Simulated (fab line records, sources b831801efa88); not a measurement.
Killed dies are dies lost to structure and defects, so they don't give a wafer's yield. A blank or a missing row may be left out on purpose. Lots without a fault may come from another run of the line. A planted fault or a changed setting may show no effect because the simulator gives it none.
Tool commonality check | flow sky130 | 13 lots, 39 wafers sampled

WHY IT WAS OPENED
At SKY_LDD_LDN_TW_MEAS_13 the reading LDD_LDN_TW is flagged on 1 of 13 lots. Wafers without a fault read 1465, standard deviation 7.5.
Rule: a lot is flagged when every wafer of it that has a number lies more than 4 standard deviations from that mean, or none has a number. The other lots count as sound.

lot  | measured     | on            | LDD_LDN_TW, wafer by wafer | flag
L211 | day 23 00:24 | film_metro-02 | 1465 1460 1472             |
L212 | day 23 19:20 | film_metro-01 | 1456 1461 1462             |
L213 | day 24 11:53 | film_metro-03 | 1468 1467 1478             |
L216 | day 25 02:41 | film_metro-01 | 1460 1466 1465             |
L217 | day 25 12:05 | film_metro-02 | 1463 1473 1469             |
L220 | day 26 14:17 | film_metro-02 | 1463 1472 1479             |
L221 | day 27 03:14 | film_metro-03 | 1464 1464 1464             |
L222 | day 28 09:15 | film_metro-02 | 1468 1466 1460             |
L223 | day 28 09:32 | film_metro-03 | 30 30 30                   | FLAGGED
L232 | day 30 06:02 | film_metro-03 | 1481 1477 1480             |
L231 | day 30 07:26 | film_metro-03 | 1481 1484 1473             |
L233 | day 30 16:20 | film_metro-01 | 1446 1454 1455             |
L234 | day 31 00:16 | film_metro-03 | 1461 1468 1459             |
The numbers of the flagged lots are 30 on average: -1435 against the usual, or -99 or more standard deviations.

WHICH TOOL RAN EACH LOT
The record holds 1 process step before the reading, out of a route of 708 steps. In each cell: the tool, then ch and the chambers that the sampled wafers went through, then the start.
lot  | flag    | SKY_LDD_LDN_EXPOSE_04
L211 |         | iline_stepper-02 ch 0, day 22 08:26
L212 |         | iline_stepper-02 ch 0, day 23 04:33
L213 |         | iline_stepper-02 ch 0, day 23 19:31
L216 |         | iline_stepper-01 ch 0, day 24 12:23
L217 |         | iline_stepper-02 ch 0, day 24 21:29
L220 |         | iline_stepper-02 ch 0, day 25 23:25
L221 |         | iline_stepper-01 ch 0, day 26 11:43
L222 |         | iline_stepper-01 ch 0, day 27 18:02
L223 | FLAGGED | iline_stepper-02 ch 0, day 27 18:14
L232 |         | iline_stepper-02 ch 0, day 29 15:27
L231 |         | iline_stepper-02 ch 0, day 29 16:57
L233 |         | iline_stepper-02 ch 0, day 30 01:25
L234 |         | iline_stepper-02 ch 0, day 30 09:31
What these steps do:
- SKY_LDD_LDN_EXPOSE_04: exposes mask LDNTM, target cd 700 nm.
- SKY_LDD_LDN_TW_MEAS_13

FLAGGED OVER TOTAL, TOOL BY TOOL (the gauges that took the reading come last)
step                   | tool             | lots run | flagged | share of the flagged lots | sound lots run after its first flagged lot
SKY_LDD_LDN_EXPOSE_04  | iline_stepper-01 | 3        | 0       | none                      | -
SKY_LDD_LDN_EXPOSE_04  | iline_stepper-02 | 10       | 1       | all                       | 4 (L232,L231,L233,L234)
SKY_LDD_LDN_TW_MEAS_13 | film_metro-01    | 3        | 0       | none                      | -
SKY_LDD_LDN_TW_MEAS_13 | film_metro-02    | 4        | 0       | none                      | -
SKY_LDD_LDN_TW_MEAS_13 | film_metro-03    | 6        | 1       | all                       | 3 (L232,L231,L234)

WHAT THE TABLE ALLOWS
2 rows of the table ran every flagged lot: iline_stepper-02 at SKY_LDD_LDN_EXPOSE_04, film_metro-03 at SKY_LDD_LDN_TW_MEAS_13.
- iline_stepper-02 at SKY_LDD_LDN_EXPOSE_04: 1 of its 10 lots flagged. Sound lots ran on it after the first flagged one (L232, L231, L233, L234), which a lasting fault on the whole tool wouldn't allow.
- film_metro-03 at SKY_LDD_LDN_TW_MEAS_13: 1 of its 6 lots flagged. Sound lots ran on it after the first flagged one (L232, L231, L234), which a lasting fault on the whole tool wouldn't allow.
No row of the table ran every flagged lot and no sound lot after the first.

WHAT THE SIMULATOR HAD PUT IN
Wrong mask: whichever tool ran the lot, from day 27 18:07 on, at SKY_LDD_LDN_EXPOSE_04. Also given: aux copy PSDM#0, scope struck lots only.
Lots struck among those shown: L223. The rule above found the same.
